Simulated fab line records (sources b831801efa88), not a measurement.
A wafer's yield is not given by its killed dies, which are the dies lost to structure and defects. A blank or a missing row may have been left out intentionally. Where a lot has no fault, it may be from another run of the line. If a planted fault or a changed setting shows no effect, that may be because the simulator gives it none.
Split-lot experiment | flow gf180mcu | 23 wafers read across 5 lots, on a route 602 steps long

ON THE SPLIT
At GF_POLY_GATE_COAT_05 (resist thk 700 nm), the setting resistThkNm was moved away from the recipe's 700 nm on 11 of the 23 wafers read, by -4.4% to +2.7%. This setting was run at the recipe's value on the other wafers.

The split's own step is where the reading is taken.

THE READING
KrF_of_POLY_GATE_COAT_05.thkNm (the simulator's own value, which no gauge read), in nm, at GF_POLY_GATE_COAT_05 (resist thk 700 nm). No usual value for it is given in the file. Here, 12 wafers ran the recipe; their average is 700.4 nm with a standard deviation of 2.4 nm.

wafer  | tool, chamber at the split | resistThkNm as run, nm | against the recipe | KrF_of_POLY_GATE_COAT_05.thkNm, nm | against lot-mates on the recipe
L075.1 | lithoTrack-01, 0           | 681.7                  | -2.6%              | 682.1                              | -17.5
L075.2 | lithoTrack-01, 0           | 700                    | recipe             | 698.2                              | -
L075.4 | lithoTrack-01, 0           | 700                    | recipe             | 699.9                              | -
L075.5 | lithoTrack-01, 0           | 681.7                  | -2.6%              | 681.7                              | -17.9
L075.6 | lithoTrack-01, 0           | 700                    | recipe             | 700.6                              | -
L082.1 | lithoTrack-01, 0           | 700                    | recipe             | 697.2                              | -
L082.2 | lithoTrack-01, 0           | 718.8                  | +2.7%              | 716.7                              | +19.1
L082.3 | lithoTrack-01, 0           | 718.8                  | +2.7%              | 713.2                              | +15.6
L082.4 | lithoTrack-01, 0           | 718.8                  | +2.7%              | 716.5                              | +18.9
L082.5 | lithoTrack-01, 0           | 700                    | recipe             | 698                                | -
L083.2 | lithoTrack-03, 0           | 700                    | recipe             | 705.7                              | -
L083.3 | lithoTrack-03, 0           | 700                    | recipe             | 702.3                              | -
L083.4 | lithoTrack-03, 0           | 700                    | recipe             | 703.5                              | -
L084.1 | lithoTrack-01, 0           | 700                    | recipe             | 700.5                              | -
L084.2 | lithoTrack-01, 0           | 669.1                  | -4.4%              | 670.4                              | -30.1
L084.3 | lithoTrack-01, 0           | 669.1                  | -4.4%              | 668.7                              | -31.8
L084.4 | lithoTrack-01, 0           | 669.1                  | -4.4%              | 672.1                              | -28.4
L084.5 | lithoTrack-01, 0           | 700                    | recipe             | 700.4                              | -
L085.1 | lithoTrack-01, 0           | 677.9                  | -3.2%              | 678.4                              | -20.9
L085.2 | lithoTrack-01, 0           | 700                    | recipe             | 698.2                              | -
L085.3 | lithoTrack-01, 0           | 677.9                  | -3.2%              | 678.2                              | -21.0
L085.4 | lithoTrack-01, 0           | 700                    | recipe             | 700.3                              | -
L085.6 | lithoTrack-01, 0           | 677.9                  | -3.2%              | 676.6                              | -22.6

THE FIT
A straight line over all 23 wafers: KrF_of_POLY_GATE_COAT_05.thkNm changes by +6.58 nm for each +1% of resistThkNm; r = +0.99; the points scatter about the line by 2.2 nm.
The same after taking each lot's own level away (the mean of its wafers on the recipe; 23 wafers): +6.76 nm for each +1%; r = +1.00; scatter 1.1 nm.
On that fit, the largest move of resistThkNm shifts the reading by 30 nm.
From 697.60 to 703.83 nm: that is the span of the lots' own levels, equal to 2.6 times the standard deviation above.
Consequently the slope shifts little with the lot-to-lot level, the two slopes agreeing.
Check: -29.9 nm against its lot-mates is what the line predicts for one of the wafers moved furthest among these (-4.4%) when that wafer is left out of the fit. Against them it came out at -30.1 nm.

OTHER SPLITS ON THESE WAFERS
Other splits were also applied to these wafers ahead of the reading. Each is held against what the fit with the lots' levels taken away leaves over:
other split on the same wafers     | wafers away from the commonest value | r with KrF_of_POLY_GATE_COAT_05.thkNm (lot level and that fit taken away)
GF_DNWELL_STRIP_08 platenTempC     | 7                                    | -0.43
GF_NWELL_IMPLANT_08 doseCm2        | 9                                    | +0.16
GF_LVPWELL_SOFTBAKE_03 tempC       | 10                                   | +0.00
GF_LVPWELL_STRIP_10 pressureMtorr  | 15                                   | +0.01
GF_MVPSD_IMPLANT_09 doseCm2        | 9                                    | +0.08
GF_VT_IMPLANT_COAT_02 resistThkNm  | 10                                   | -0.06
GF_VT_IMPLANT_SOFTBAKE_14 tempC    | 11                                   | +0.03
GF_VT_IMPLANT_IMPLANT_19 energyKev | 6                                    | -0.05
GF_VT_IMPLANT_IMPLANT_41 energyKev | 11                                   | -0.25

FILE'S OWN FIT
KrF_of_POLY_GATE_COAT_05.thkNm changes by +6.77 nm for each +1% of resistThkNm, r = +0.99.
